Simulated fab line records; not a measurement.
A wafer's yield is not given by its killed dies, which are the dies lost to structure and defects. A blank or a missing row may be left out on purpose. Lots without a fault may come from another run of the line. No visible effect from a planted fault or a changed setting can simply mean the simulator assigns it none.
Which tool is to blame? + flow gf180mcu + Sampling: 11 lots, 33 wafers, 4 of 602 route steps

## WHAT EACH GAUGE READ, for each wafer
GF_PASSIVATION_THK_MEAS_01.
| lot  | measured     | on            | PASSIVATION_CVD_00_THK (nm)   |
|------|--------------|---------------|-------------------------------|
| L250 | day 28 07:56 | film_metro-04 | 994 1005 1017                 |
| L252 | day 29 05:30 | film_metro-02 | 991 1003 1005                 |
| L253 | day 29 05:46 | film_metro-02 | 1009 998 1015                 |
| L254 | day 29 17:10 | film_metro-02 | 995 1017 1003                 |
| L256 | day 30 03:01 | film_metro-04 | 1005 998 1027                 |
| L257 | day 30 14:26 | film_metro-04 | 988 1009 1010                 |
| L261 | day 31 14:34 | film_metro-01 | 994 989 1030                  |
| L262 | day 31 18:13 | film_metro-02 | 1000 1010 1014                |
| L263 | day 31 21:17 | film_metro-01 | 992 1016 1018                 |
| L272 | day 34 14:03 | film_metro-04 | 1112 1107 1119 1112 1106 1119 |
| L273 | day 34 14:20 | film_metro-01 | 1102 1106 1118 1103 1106 1119 |

## TOOL THAT RAN EACH LOT (tool first, then ch and the chambers of the sampled wafers, then the start)
| lot  | GF_V5_CMP_26                  | GF_TOP_METAL_SPUTTER_01      | GF_PASSIVATION_CVD_00           |
|------|-------------------------------|------------------------------|---------------------------------|
| L250 | cmp-01 ch 2,3, day 27 10:05   | pvd_sputter-04, day 27 10:26 | pecvd-01 ch 0,1,2, day 28 07:51 |
| L252 | cmp-02 ch 0,1,2, day 28 08:49 | pvd_sputter-01, day 28 09:10 | pecvd-04 ch 1,2, day 29 05:25   |
| L253 | cmp-02 ch 2,3, day 28 09:04   | pvd_sputter-02, day 28 09:28 | pecvd-04 ch 0,1,2, day 29 05:40 |
| L254 | cmp-01 ch 2,3, day 28 20:20   | pvd_sputter-04, day 28 20:44 | pecvd-03 ch 1,2, day 29 17:04   |
| L256 | cmp-02 ch 0,1,3, day 29 07:13 | pvd_sputter-02, day 29 07:37 | pecvd-01 ch 0,1,2, day 30 02:55 |
| L257 | cmp-02 ch 1,2,3, day 29 18:18 | pvd_sputter-02, day 29 18:36 | pecvd-04 ch 1,2, day 30 14:20   |
| L261 | cmp-02 ch 0,2, day 30 19:44   | pvd_sputter-01, day 30 20:08 | pecvd-03 ch 0,2, day 31 14:30   |
| L262 | cmp-01 ch 0,1,3, day 30 23:02 | pvd_sputter-01, day 30 23:26 | pecvd-04 ch 1,2, day 31 18:07   |
| L263 | cmp-01 ch 0,1, day 31 01:59   | pvd_sputter-01, day 31 02:23 | pecvd-01 ch 1,2, day 31 21:13   |
| L272 | cmp-02 ch 0,1,2, day 33 20:56 | pvd_sputter-01, day 33 21:20 | pecvd-03 ch 0,2, day 34 13:58   |
| L273 | cmp-02 ch 0,1,3, day 33 21:14 | pvd_sputter-04, day 33 21:39 | pecvd-03 ch 0,2, day 34 14:15   |
- GF_V5_CMP_26: polishes, stops on SiO2, t overpolish 15 s, target thk 0 nm.
- GF_TOP_METAL_SPUTTER_01: material TiN, target thk 30 nm, time 25 s.
- GF_PASSIVATION_CVD_00: deposits SiO2 from TEOS, target thk 1000 nm, time 111.95 s.

## THE ANSWER, worked out from the rows above alone
Rule: usual is defined by the lots themselves. Put in order of their means at a reading, lots are off if they are a third of the lots or fewer, leave a main group of 4 or more, and stand apart from it by a gap of 3 or more times the standard deviation of the main group's means; of several such gaps the widest counts. The tables above print the reading to a certain number of digits; a main group whose means all agree to those digits is not used. Also off: a lot with no number at a reading for which 4 or more lots have one. Any other lot the step has rows for is counted as sound.
Off: L272, L273, seen at GF_PASSIVATION_THK_MEAS_01 (PASSIVATION_CVD_00_THK). The main group has a mean of 1006 nm with a standard deviation of 3.1.
If a tool, at a process step before that reading, ran all the lots that are off and no sound lot after the first of them, it fits. Those tools and the gauges at GF_PASSIVATION_THK_MEAS_01 are tried in the same way. This does not decide it: 2 tools fit, namely cmp-02 at GF_V5_CMP_26 and pecvd-03 at GF_PASSIVATION_CVD_00.

## WHAT WAS PUT IN BY THE SIMULATOR
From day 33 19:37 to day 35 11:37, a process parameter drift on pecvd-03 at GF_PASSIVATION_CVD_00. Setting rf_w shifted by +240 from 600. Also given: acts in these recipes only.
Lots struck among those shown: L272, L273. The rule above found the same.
